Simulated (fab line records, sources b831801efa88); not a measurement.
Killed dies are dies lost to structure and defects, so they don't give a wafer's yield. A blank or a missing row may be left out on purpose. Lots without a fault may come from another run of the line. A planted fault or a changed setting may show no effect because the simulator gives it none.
Problem report in the 8D (eight disciplines) form, filled by code | flow sky130 | the parts of the form that need people (team, actions taken, sign-off) are left out

1. THE PROBLEM
LI_CONTACT_W_RS at SKY_LI_CONTACT_RS_MEAS_22 reads a mean of 0.2532 ohm/sq on 6 wafers of 2 lots; wafers without a fault read 0.2848 ohm/sq with a standard deviation of 0.0026. That is -12 standard deviations from the usual mean.
The step: measures by four-point-probe.
First seen on wafer L534.1, day 32 23:04, on film_metro-03. The record holds 33 wafers of 11 lots with a number at this step. Rule for "out", or "out of limits": more than 4 standard deviations from the usual mean. The other wafers with a number count as sound.

2. WHAT IT IS AND WHAT IT IS NOT
question                    | is                     | is not
which readings at this step | LI_CONTACT_W_RS        | -
which lots                  | L534, L536             | L522, L523, L524, L528, L530, L535, L542, L543, L545
which wafers of those lots  | all that have a number | -
read on which gauges        | film_metro-03          | film_metro-02, film_metro-04
when                        | from day 32 23:04      | up to then (15 sound wafers); but 12 sound wafers of L535, L542, L543, L545 came after

3. SUSPECTS, AND WHAT RULES EACH OUT
Counting: a tool at a process step up to the reading stays a suspect if it ran every lot that is out and no sound lot after the first of them.
- the gauge at SKY_LI_CONTACT_RS_MEAS_22: ruled out. All the wafers that are out were read on film_metro-03, but those of them that SKY_LI_CONTACT_CVD_21 has rows for are out there too, on other tools.
- cvd_w-02 at SKY_LI_CONTACT_CVD_21 (deposits W, target thk 400 nm, time 120.56 s): ruled out as a lasting fault. Sound lots L542, L543 ran on it after its first lot that is out, L534 (day 32 22:57).
Left after counting: nothing in the record.

4. THE CAUSE (what the simulator had put in)
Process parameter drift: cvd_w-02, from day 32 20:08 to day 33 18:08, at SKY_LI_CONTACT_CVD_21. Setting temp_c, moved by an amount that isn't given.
Counting ruled it out, wrongly: the rule takes a fault to strike every lot that its tool runs from its start on, and this one did not.

5. THE CHAIN OF EFFECTS, in route order
Each row: a reading whose mean over the struck wafers that have a number lies more than 3 standard deviations from the usual. Only readings for which the record gives a usual standard deviation are gone through. hours: the time from each lot's start at the first step in this table that gives one to its start at this step, as a median over the lots. sigmas: the change in usual standard deviations.
hours | step                       | reading            | usual         | on struck wafers | change  | sigmas
0     | SKY_LI_CONTACT_CVD_21      | susceptor_temp_C   | 400.01 C      | 407.23           | +7.22   | +33
0     | SKY_LI_CONTACT_RS_MEAS_22  | LI_CONTACT_W_RS    | 0.2848 ohm/sq | 0.2532           | -0.0316 | -12
0     | SKY_LI_CONTACT_THK_MEAS_23 | LI_CONTACT_W_THK   | 413 nm        | 471              | +58     | +7.9
0     | SKY_LI_CONTACT_CMP_24      | time_to_endpoint_s | 97.7 s        | 110.5            | +12.8   | +4.7
The process steps in it:
- SKY_LI_CONTACT_CVD_21: deposits W, target thk 400 nm, time 120.56 s.
- SKY_LI_CONTACT_CMP_24: polishes, stops on PSG, t overpolish 20 s, target thk 0 nm.

6. WHAT WOULD HAVE CAUGHT IT SOONER
In this record the first reading out of limits at a measuring or inspecting step was taken at day 32 23:04, 3 hours after the fault began at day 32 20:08.
The tool's own readings at SKY_LI_CONTACT_CVD_21 were out on every struck wafer that the step has a row for (susceptor_temp_C): an alarm limit on them would have fired on the first of those.
